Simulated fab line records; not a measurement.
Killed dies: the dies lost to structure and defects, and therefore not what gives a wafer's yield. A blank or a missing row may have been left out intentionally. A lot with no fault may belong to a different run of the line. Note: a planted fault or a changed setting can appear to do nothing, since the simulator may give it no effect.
fab line records + flow sky130
record
- lots=13
- wafers=39
- last-day=49
route steps=708 shown POLY_GATE@204
lots that met no fault: from a run of the same line without faults
start-h: hours from the record's first day to the start of the lot's first wafer shown + wait-h: hours elapsed since this lot's preceding step + " the same as in the row above + L1.1+2: a row that stands for several wafers + - no value present, or no start provided + * or withheld: withheld + < > ~ a bound
route shown NAME@n: a module of which the file shows steps, and the number in the route of the first + usual: mean/standard deviation taken from wafers without a fault + same: alike in all rows + chamber/n: place in a boat + sites: readings site by site + _std_site: standard deviation of those values + _edge_site: outer sites' mean less inner sites' + radius-mm: how far each site lies from the wafer's centre + mask NAME#n: copy n + behind: tool/chamber where the wafer was last shaped + hold: the reason the lot was held/the length of the hold in hours/how it ended + device: names the non-switching transistor (n, p or np) + end of line: at the end of the route, the tests of the same wafers + where a step has no rows: the recipe by itself + killed: not the wafer's yield, but the dies lost to structure and defects at the first sort + map: the dies of a wafer, with x for killed, . for not killed, _ for no die there
set.NAME: the setting that was run; set.NAME@STEP: the one run at that earlier step + model.NAME: the simulator's own value behind a step, which no gauge read
steps of the route over a sample of lots; a table a step, a row a wafer
services: from which hour (start-h, from the record's first day; less than 0 if before it) a tool's chamber was out of use, for how many hours, and why
## steps
# step SKY_POLY_GATE_CVD_00
# recipe
- material=poly-Si
- target-thk-nm=180
- temp-c=620
- time-s=720
- pressure-mtorr=200
# usual
- spike-tc-bottom-C=638.1/1
- spike-tc-centre-C=620.7/1.2
- spike-tc-lower-C=620.2/1
- spike-tc-upper-C=620.9/0.95
- susceptor-temp-C=620.02/0.27
| lot.wafer | tool     | chamber | start-h | wait-h | spike-tc-bottom-C | spike-tc-centre-C | spike-tc-lower-C | spike-tc-upper-C | susceptor-temp-C |
|-----------|----------|---------|---------|--------|-------------------|-------------------|------------------|------------------|------------------|
| L485.1    | lpcvd-01 | 0       | 309.34  | 0.0    | 636.5             | 621.0             | 620.1            | 621.5            | 620.21           |
| L485.4    | "        | 0       | "       | "      | 637.6             | 621.0             | 622.3            | 618.9            | 619.93           |
| L485.6    | "        | 0       | "       | "      | 638.7             | 618.8             | 619.2            | 619.9            | 620.09           |
| L486.1    | lpcvd-01 | 1       | 318.21  | 0.0    | 639.6             | 620.5             | 620.8            | 620.4            | 619.86           |
| L486.4    | "        | 1       | "       | "      | 638.9             | 621.2             | 619.8            | 622.1            | 620.15           |
| L486.5    | "        | 1       | "       | "      | 638.7             | 621.4             | 621.4            | 621.1            | 619.73           |
| L487.1    | lpcvd-01 | 1       | 325.31  | 0.0    | 638.9             | 622.8             | 620.2            | 620.5            | 619.87           |
| L487.2    | "        | 1       | "       | "      | 639.2             | 620.1             | 619.9            | 620.5            | 619.97           |
| L487.5    | "        | 1       | "       | "      | 637.1             | 623.2             | 620.0            | 620.2            | 619.84           |
| L488.2    | lpcvd-01 | 1       | 334.12  | 0.0    | 637.8             | 621.8             | 620.4            | 619.8            | 619.92           |
| L488.3    | "        | 1       | "       | "      | 639.3             | 621.4             | 620.0            | 624.1            | 620.03           |
| L488.5    | "        | 1       | "       | "      | 640.0             | 619.8             | 619.0            | 620.7            | 620.01           |
| L489.1    | lpcvd-01 | 0       | 351.46  | 0.0    | 637.5             | 621.1             | 619.9            | 619.6            | 620.43           |
| L489.2    | "        | 0       | "       | "      | 639.7             | 618.7             | 619.5            | 620.4            | 619.18           |
| L489.5    | "        | 0       | "       | "      | 637.3             | 620.0             | 618.5            | 619.8            | 620.23           |
| L491.1    | lpcvd-01 | 0       | 354.50  | 0.0    | 638.2             | 619.5             | 619.9            | 622.0            | 619.91           |
| L491.2    | "        | 0       | "       | "      | 638.4             | 620.5             | 619.9            | 618.3            | 619.92           |
| L491.4    | "        | 0       | "       | "      | 636.0             | 620.3             | 619.4            | 622.3            | 620.05           |
| L492.2    | lpcvd-01 | 0       | 368.16  | 0.0    | 637.9             | 620.2             | 618.6            | 621.3            | 619.71           |
| L492.3    | "        | 0       | "       | "      | 638.8             | 619.4             | 619.4            | 619.6            | 619.61           |
| L492.4    | "        | 0       | "       | "      | 639.7             | 621.5             | 619.2            | 621.3            | 620.31           |
| L493.2    | lpcvd-01 | 1       | 378.01  | 0.0    | 639.1             | 621.4             | 619.5            | 621.0            | 620.11           |
| L493.3    | "        | 1       | "       | "      | 640.3             | 622.5             | 621.1            | 620.5            | 619.95           |
| L493.6    | "        | 1       | "       | "      | 637.2             | 621.2             | 619.9            | 621.6            | 619.88           |
| L494.2    | lpcvd-01 | 1       | 387.58  | 0.0    | 638.2             | 619.7             | 620.1            | 619.8            | 619.81           |
| L494.3    | "        | 1       | "       | "      | 637.0             | 620.8             | 620.2            | 621.5            | 619.75           |
| L494.6    | "        | 1       | "       | "      | 640.0             | 621.6             | 620.9            | 619.2            | 619.91           |
| L495.1    | lpcvd-01 | 0       | 392.43  | 0.0    | 639.3             | 619.4             | 619.8            | 619.9            | 620.43           |
| L495.2    | "        | 0       | "       | "      | 638.1             | 619.5             | 621.2            | 619.9            | 619.61           |
| L495.5    | "        | 0       | "       | "      | 637.2             | 620.1             | 619.9            | 621.4            | 620.06           |
| L496.1    | lpcvd-01 | 0       | 403.44  | 0.0    | 637.4             | 619.8             | 619.9            | 619.9            | 620.13           |
| L496.5    | "        | 0       | "       | "      | 638.4             | 619.9             | 619.6            | 620.9            | 619.97           |
| L496.6    | "        | 0       | "       | "      | 638.6             | 619.9             | 618.7            | 621.2            | 620.37           |
| L497.3    | lpcvd-01 | 0       | 416.85  | 0.0    | 638.9             | 619.4             | 620.5            | 620.9            | 619.46           |
| L497.4    | "        | 0       | "       | "      | 637.3             | 621.3             | 619.3            | 620.4            | 619.58           |
| L497.6    | "        | 0       | "       | "      | 638.5             | 621.7             | 620.4            | 620.7            | 619.75           |
| L502.2    | lpcvd-01 | 1       | 475.57  | 0.0    | 631.6             | 617.0             | 613.0            | 616.8            | 614.57           |
| L502.3    | "        | 1       | "       | "      | 634.0             | 616.8             | 616.0            | 615.8            | 614.81           |
| L502.6    | "        | 1       | "       | "      | 633.5             | 615.8             | 613.5            | 613.9            | 614.89           |
# step SKY_POLY_GATE_THK_MEAS_01
# recipe
- reads=poly-Si_of_POLY_GATE_CVD_00
# usual
- POLY_GATE_CVD_00_THK=180.0/1.7
| lot.wafer | tool          | chamber | start-h | wait-h | POLY_GATE_CVD_00_THK[nm] |
|-----------|---------------|---------|---------|--------|--------------------------|
| L485.1    | film-metro-03 | -       | 310.54  | 0.0    | 179.0                    |
| L485.4    | "             | -       | "       | "      | 179.2                    |
| L485.6    | "             | -       | "       | "      | 178.4                    |
| L486.1    | film-metro-03 | -       | 319.41  | 0.0    | 181.6                    |
| L486.4    | "             | -       | "       | "      | 181.2                    |
| L486.5    | "             | -       | "       | "      | 180.5                    |
| L487.1    | film-metro-03 | -       | 326.51  | 0.0    | 181.4                    |
| L487.2    | "             | -       | "       | "      | 182.1                    |
| L487.5    | "             | -       | "       | "      | 181.5                    |
| L488.2    | film-metro-02 | -       | 335.33  | 0.0    | 181.6                    |
| L488.3    | "             | -       | "       | "      | 182.0                    |
| L488.5    | "             | -       | "       | "      | 182.3                    |
| L489.1    | film-metro-02 | -       | 352.66  | 0.0    | 178.0                    |
| L489.2    | "             | -       | "       | "      | 176.5                    |
| L489.5    | "             | -       | "       | "      | 175.3                    |
| L491.1    | film-metro-02 | -       | 355.70  | 0.0    | 179.9                    |
| L491.2    | "             | -       | "       | "      | 180.8                    |
| L491.4    | "             | -       | "       | "      | 182.2                    |
| L492.2    | film-metro-03 | -       | 369.37  | 0.0    | 180.1                    |
| L492.3    | "             | -       | "       | "      | 179.0                    |
| L492.4    | "             | -       | "       | "      | 177.9                    |
| L493.2    | film-metro-04 | -       | 379.22  | 0.0    | 178.2                    |
| L493.3    | "             | -       | "       | "      | 177.6                    |
| L493.6    | "             | -       | "       | "      | 179.1                    |
| L494.2    | film-metro-03 | -       | 388.79  | 0.0    | 179.9                    |
| L494.3    | "             | -       | "       | "      | 179.2                    |
| L494.6    | "             | -       | "       | "      | 179.2                    |
| L495.1    | film-metro-04 | -       | 393.63  | 0.0    | 180.9                    |
| L495.2    | "             | -       | "       | "      | 181.8                    |
| L495.5    | "             | -       | "       | "      | 179.7                    |
| L496.1    | film-metro-04 | -       | 404.64  | 0.0    | 180.9                    |
| L496.5    | "             | -       | "       | "      | 182.5                    |
| L496.6    | "             | -       | "       | "      | 182.1                    |
| L497.3    | film-metro-02 | -       | 418.07  | 0.0    | 182.9                    |
| L497.4    | "             | -       | "       | "      | 181.3                    |
| L497.6    | "             | -       | "       | "      | 183.3                    |
| L502.2    | film-metro-04 | -       | 476.78  | 0.0    | 156.9                    |
| L502.3    | "             | -       | "       | "      | 158.0                    |
| L502.6    | "             | -       | "       | "      | 155.6                    |
# step SKY_POLY_GATE_ETCH_17
# recipe
- target-depth-nm=180
- stop-on=SiO2
- over-etch-frac=0.56667
- chemistry=HBr/Cl2
- target=poly-Si
- icp-w=400
- bias-w=100
- pressure-mtorr=10
- HBr_flow_sccm=150
- Cl2_flow_sccm=50
- time-s=70.5
# usual
- drypump-motor-current-A=5.6/0.41
- oes-product-au=0.987/0.0065
- throttle-valve-pct=33.685/0.0081
# same
- over-etch-frac=0.56667
| lot.wafer | tool      | chamber | start-h | wait-h | drypump-motor-current-A | oes-product-au | rf-hours-counter-h | throttle-valve-pct |
|-----------|-----------|---------|---------|--------|-------------------------|----------------|--------------------|--------------------|
| L485.1    | rie-si-02 | 0       | 369.07  | 0.0    | 5.1                     | 0.987          | 3                  | 33.682             |
| L485.4    | "         | 3       | "       | "      | 6.0                     | 0.987          | 1                  | 33.677             |
| L485.6    | "         | 1       | "       | "      | 5.1                     | 0.979          | -                  | 33.682             |
| L486.1    | rie-si-02 | 3       | 376.91  | 0.0    | 6.0                     | 0.984          | 1                  | 33.683             |
| L486.4    | "         | 2       | "       | "      | 5.8                     | 0.981          | 4                  | 33.677             |
| L486.5    | "         | 2       | "       | "      | 5.8                     | 0.988          | -                  | 33.693             |
| L487.1    | rie-si-01 | 2       | 385.29  | 0.0    | 5.5                     | 0.990          | 42                 | 33.687             |
| L487.2    | "         | 1       | "       | "      | 6.1                     | 0.995          | 5                  | 33.686             |
| L487.5    | "         | 3       | "       | "      | 5.9                     | 1.001          | -                  | 33.699             |
| L488.2    | rie-si-01 | 1       | 391.84  | 0.0    | 6.1                     | 0.996          | 5                  | 33.691             |
| L488.3    | "         | 2       | "       | "      | 5.6                     | 0.992          | 42                 | 33.690             |
| L488.5    | "         | 2       | "       | "      | 5.6                     | 0.989          | -                  | 33.677             |
| L489.1    | rie-si-02 | 2       | 412.47  | 0.0    | 5.8                     | 0.984          | 4                  | 33.684             |
| L489.2    | "         | 0       | "       | "      | 5.1                     | 0.975          | 4                  | 33.686             |
| L489.5    | "         | 0       | "       | "      | 5.1                     | 0.982          | -                  | 33.701             |
| L491.1    | rie-si-01 | 2       | 417.59  | 0.0    | 5.6                     | 0.991          | 43                 | 33.690             |
| L491.2    | "         | 3       | "       | "      | 5.9                     | 0.982          | 39                 | 33.679             |
| L491.4    | "         | 0       | "       | "      | 5.1                     | 0.997          | 0                  | 33.673             |
| L492.2    | rie-si-01 | 2       | 431.43  | 0.0    | 5.6                     | 0.985          | 43                 | 33.684             |
| L492.3    | "         | 3       | "       | "      | 6.0                     | 0.993          | 39                 | 33.692             |
| L492.4    | "         | 1       | "       | "      | 6.1                     | 0.979          | 5                  | 33.697             |
| L493.2    | rie-si-02 | 0       | 442.69  | 0.0    | 5.1                     | 0.987          | 4                  | 33.705             |
| L493.3    | "         | 3       | "       | "      | 6.0                     | 0.980          | 1                  | 33.699             |
| L493.6    | "         | 2       | "       | "      | 5.8                     | 0.983          | -                  | 33.685             |
| L494.2    | rie-si-01 | 3       | 451.86  | 0.0    | 6.0                     | 0.995          | 39                 | 33.683             |
| L494.3    | "         | 1       | "       | "      | 6.1                     | 0.984          | 5                  | 33.675             |
| L494.6    | "         | 2       | "       | "      | 5.6                     | 0.983          | -                  | 33.676             |
| L495.1    | rie-si-01 | 2       | 456.62  | 0.0    | 5.5                     | 0.978          | 43                 | 33.684             |
| L495.2    | "         | 1       | "       | "      | 6.1                     | 0.987          | 5                  | 33.683             |
| L495.5    | "         | 0       | "       | "      | 5.1                     | 0.998          | -                  | 33.697             |
| L496.1    | rie-si-02 | 1       | 466.86  | 0.0    | 5.2                     | 0.981          | 1                  | 33.687             |
| L496.5    | "         | 0       | "       | "      | 5.1                     | 0.987          | -                  | 33.681             |
| L496.6    | "         | 1       | "       | "      | 5.2                     | 0.992          | -                  | 33.679             |
| L497.3    | rie-si-01 | 0       | 480.26  | 0.0    | 5.1                     | 0.997          | 1                  | 33.679             |
| L497.4    | "         | 2       | "       | "      | 5.5                     | 0.982          | 43                 | 33.682             |
| L497.6    | "         | 1       | "       | "      | 6.1                     | 0.993          | -                  | 33.678             |
| L502.2    | rie-si-01 | 0       | 540.27  | 0.0    | 5.1                     | 0.901          | 1                  | 33.683             |
| L502.3    | "         | 1       | "       | "      | 6.1                     | 0.907          | 6                  | 33.682             |
| L502.6    | "         | 0       | "       | "      | 5.1                     | 0.891          | -                  | 33.688             |
## services
| tool      | chamber | start-h | hours | kind           |
|-----------|---------|---------|-------|----------------|
| rie-si-01 | -       | 329.89  | 0.9   | repair         |
| rie-si-01 | 2       | 338.63  | 4.0   | repair         |
| rie-si-01 | 0       | 381.37  | -     | clean          |
| rie-si-01 | 0       | 381.37  | 15.5  | scheduled-down |
| rie-si-01 | 0       | 381.37  | 15.5  | vent-cycle     |
| rie-si-02 | 1       | 385.48  | -     | clean          |
| rie-si-02 | 1       | 385.48  | 16.1  | scheduled-down |
| rie-si-02 | 1       | 385.48  | 16.1  | vent-cycle     |
| rie-si-02 | 3       | 393.40  | 7.5   | repair         |
| lpcvd-01  | -       | 394.09  | 2.8   | pm             |
| rie-si-01 | 2       | 399.56  | 4.2   | repair         |
| rie-si-02 | 0       | 467.79  | 14.8  | repair         |
| rie-si-02 | 3       | 490.32  | 6.1   | repair         |
| rie-si-02 | 1       | 490.84  | 6.6   | repair         |
## key
first-sign
- step=SKY_POLY_GATE_CVD_00
- reading=susceptor-temp-C
- direction=down
- sigmas=20
- usual=*
- struck=*
effect
- step=SKY_POLY_GATE_CVD_00
- reading=spike-tc-lower-C
- direction=down
- sigmas=5.9
- usual=620.2
- struck=614.2
effect
- step=SKY_POLY_GATE_THK_MEAS_01
- reading=POLY_GATE_CVD_00_THK
- direction=down
- sigmas=14
- usual=180.0
- struck=156.9
effect
- step=SKY_POLY_GATE_ETCH_17
- reading=oes-product-au
- direction=down
- sigmas=13
- usual=0.987
- struck=0.899
met-at SKY_POLY_GATE_CVD_00
struck-lots L502
struck-wafers L502.2,L502.3,L502.6
tester-left-out L502
onset-between 387.58 475.57
fault
- kind=process-parameter-drift
- tool=lpcvd-01
- chamber=1
- onset-h=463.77
- steps=SKY_POLY_GATE_CVD_00
- channel=temp-c
- offset=*
- shape=step
- end-h=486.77
- stated=*
# tester-left-out: of these lots the tester's yield and bins aren't shown, on N5 and GAA mostly nor the transistor test; their killed dies are dies lost to structure and defects alone, not to doping, threshold or leakage, so they don't give the yield
